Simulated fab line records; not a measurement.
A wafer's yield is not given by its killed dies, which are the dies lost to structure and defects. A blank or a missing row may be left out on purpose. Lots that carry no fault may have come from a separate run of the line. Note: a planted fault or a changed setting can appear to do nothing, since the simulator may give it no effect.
A struck lot beside a sound one -- flow sky130 -- 34 out of 708 route steps
Sound: wafers L532.1, L532.4, L532.6. Struck: wafers L523.1, L523.4, L523.6. Last of all comes the cause.
At each step with rows: each side's tool, then ch and its chambers, then its first start. Under that, the readings that differ: sound wafers -- struck wafers -- difference of the means -- sigmas: that difference in standard deviations of wafers without a fault.
alike: same words and numbers on both sides, and readings whose means sit less than 2 such deviations apart. not compared: any withheld reading, any reading some wafer has no value for, any bound like >300 that may hide the same value, and any number with overlapping values for which the record gives no deviation.
Wherever a step has rows on one side only, a row that says differs or no value, or a row with sigmas, the two part there. Numbers that don't overlap but have no deviation are shown without sigmas and don't part them. Lack of a reading on every wafer of one side parts them only where that side has two or more wafers.

first, 9 steps without rows for these wafers: SKY_LOCAL_INTERCONNECT_PEB_09; SKY_LOCAL_INTERCONNECT_DEVELOP_10 (develop time 60 s); SKY_LOCAL_INTERCONNECT_ETCH_13 (etches BARC in N2/H2, stops on SiO2, time 45.9 s, target depth 60 nm); SKY_LOCAL_INTERCONNECT_METAL_ETCH_14 (etches TiN in Cl2/BCl3, stops on PSG, target depth 110 nm, time 31.4 s); SKY_LOCAL_INTERCONNECT_STRIP_15 (strips in O2/N2); SKY_LOCAL_INTERCONNECT_STRIP_16 (strips in post etch residue remover, time 1200 s); SKY_LOCAL_INTERCONNECT_CLEAN_17 (cleans in IPA, time 180 s); SKY_LOCAL_INTERCONNECT_CLEAN_18 (cleans in O3/DIW); SKY_CONTACT_CVD_00 (deposits Si3N4, target thk 75 nm).
SKY_CONTACT_HDPCVD_02: deposits SiO2, target thk 565 nm, time 94.2 s.
  sound on hdpcvd-01 ch 0,2, day 35 14:10; struck on hdpcvd-02 ch 0,2, day 33 04:32
then, 23 steps without rows for these wafers: SKY_CONTACT_CMP_04 (polishes SiO2); SKY_CONTACT_DEHYDRATE_06 (time 60 s); SKY_CONTACT_HMDS_07 (prime time 60 s); SKY_CONTACT_COAT_08 (resist thk 60 nm); SKY_CONTACT_COAT_09 (resist thk 450 nm); SKY_CONTACT_SOFTBAKE_10 (time 90 s); SKY_CONTACT_EXPOSE_11 (exposes mask CTM1, target cd 170 nm); SKY_CONTACT_PEB_12; SKY_CONTACT_DEVELOP_13 (develop time 60 s); SKY_CONTACT_ETCH_16 (etches BARC in N2/H2, stops on SiO2, time 45.9 s, target depth 60 nm); SKY_CONTACT_ETCH_17 (etches SiO2 in C4F8/O2/Ar, stops on Si3N4, target depth 340 nm); SKY_CONTACT_ETCH_18 (etches Si3N4 in CHF3/O2, stops on TiN, time 39 s, target depth 75 nm); SKY_CONTACT_STRIP_19 (strips in O2/N2); SKY_CONTACT_STRIP_20 (strips in post etch residue remover, time 1200 s); SKY_CONTACT_CLEAN_21 (cleans in IPA, time 180 s); SKY_CONTACT_CLEAN_22 (cleans in O3/DIW); SKY_CONTACT_SPUTTER_23 (material TiN, target thk 20 nm, time 80 s); SKY_CONTACT_CVD_24 (deposits W, target thk 340 nm, time 102.12 s); SKY_CONTACT_CMP_27 (polishes, stops on SiO2, t overpolish 15 s, target thk 0 nm); SKY_METAL1_SPUTTER_00 (material Ti, target thk 15 nm, time 10 s); SKY_METAL1_SPUTTER_01 (material TiN, target thk 20 nm, time 16.7 s); SKY_METAL1_SPUTTER_02 (material AlCu, target thk 250 nm, time 13.3 s); SKY_METAL1_SPUTTER_03 (material Ti, target thk 5 nm, time 3.3 s).
-- the record jumps here: 15 days lie between the struck wafers' starts before and after (it left off in module METAL1 and takes up again in module PAD_OPEN, whose first step shown is number 708 of the route) --
SKY_PAD_OPEN_PROBE_99:
  sound: prober-01 at day 49 12:46; struck: prober-01 at day 47 19:39
reading,sound,struck,difference,sigmas
hold,- -,await_dispo/4.1h/release await_dispo/4.1h/release await_dispo/4.1h/release,no value on the sound wafers,
killed_at_contacts,31 23,69 81 74,+48,+9
killed_dies,89 76,127 133 126,+46,+5
  alike: killed_at_M0_to_M3, killed_at_M4_up, killed_at_front_end, killed_at_other, killed_open, killed_short

WHERE THEY PART
Only at SKY_PAD_OPEN_PROBE_99, within this record.

WHY: what the simulator had put in
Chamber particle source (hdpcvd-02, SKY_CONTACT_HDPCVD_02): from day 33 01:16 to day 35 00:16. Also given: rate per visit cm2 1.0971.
